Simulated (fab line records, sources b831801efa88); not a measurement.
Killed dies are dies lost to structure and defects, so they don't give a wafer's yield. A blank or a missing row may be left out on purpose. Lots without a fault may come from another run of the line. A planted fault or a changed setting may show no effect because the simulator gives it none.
Problem report in the 8D (eight disciplines) form, filled by code | flow sky130 | the parts of the form that need people (team, actions taken, sign-off) are left out

1. THE PROBLEM
VIA1_W_RS at SKY_VIA1_RS_MEAS_22 reads a mean of 0.588 ohm/sq on 3 wafers of 2 lots; wafers without a fault read 0.427 ohm/sq with a standard deviation of 0.0041. That is +39 standard deviations from the usual mean.
The step: measures by four-point-probe.
First seen on wafer L163.3, day 39 00:20, on film_metro-03. The record holds 30 wafers of 10 lots with a number at this step. Rule for "out", or "out of limits": more than 4 standard deviations from the usual mean. The other wafers with a number count as sound.

2. WHAT IT IS AND WHAT IT IS NOT
question                    | is                     | is not
which readings at this step | VIA1_W_RS              | -
which lots                  | L163, L164             | L149, L150, L151, L154, L155, L156, L157, L171
which wafers of those lots  | L163.3, L163.5, L164.3 | L163.4, L164.4, L164.6
read on which gauges        | film_metro-03          | film_metro-01, film_metro-02
when                        | from day 39 00:20      | up to then (22 sound wafers); but 5 sound wafers of L164, L171 came after

3. SUSPECTS, AND WHAT RULES EACH OUT
Counting: a tool at a process step up to the reading stays a suspect if it ran every lot that is out. Sound lots after the first of them don't rule it out here, since some wafers of a struck lot are sound.
- the gauge at SKY_VIA1_RS_MEAS_22: ruled out. All the wafers that are out were read on film_metro-03, but those of them that SKY_VIA1_CMP_24 has rows for are out there too, on other tools.
- cvd_w-01 at SKY_VIA1_CVD_21 (deposits W, target thk 270 nm, time 80.902 s): kept. It ran every lot that is out, first L163 (day 39 00:14); its last sound lot up to then is L157 (day 37 09:38).
Left after counting: cvd_w-01 at SKY_VIA1_CVD_21.

4. THE CAUSE (what the simulator had put in)
Process parameter drift: cvd_w-01, from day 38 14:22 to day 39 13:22, at SKY_VIA1_CVD_21. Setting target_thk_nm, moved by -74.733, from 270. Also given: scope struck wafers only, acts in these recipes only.
Counting left only this tool.

5. THE CHAIN OF EFFECTS, in route order
Each row: a reading whose mean over the struck wafers that have a number lies more than 3 standard deviations from the usual. Only readings for which the record gives a usual standard deviation are gone through. hours: the time from each lot's start at the first step in this table that gives one to its start at this step, as a median over the lots. sigmas: the change in usual standard deviations.
hours | step                 | reading            | usual        | on struck wafers | change | sigmas
0     | SKY_VIA1_RS_MEAS_22  | VIA1_W_RS          | 0.427 ohm/sq | 0.588            | +0.161 | +39
0     | SKY_VIA1_THK_MEAS_23 | VIA1_W_THK         | 272 nm       | 196              | -76    | -18
0     | SKY_VIA1_CMP_24      | time_to_endpoint_s | 65 s         | 48               | -17    | -5.2
The process steps in it:
- SKY_VIA1_CMP_24: polishes, stops on SiO2, t overpolish 15 s, target thk 0 nm.

6. WHAT WOULD HAVE CAUGHT IT SOONER
In this record the first reading out of limits at a measuring or inspecting step was taken at day 39 00:20, 10 hours after the fault began at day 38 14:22.
Of the tool readings at SKY_VIA1_CVD_21 for which the record gives a usual standard deviation, none was out on any struck wafer, so an alarm limit of 4 standard deviations on them would not have fired.
Of the lots that are out (2), L164 began SKY_VIA1_CVD_21 on cvd_w-01 after day 39 00:20. A hold on the tool at that time would have spared it.
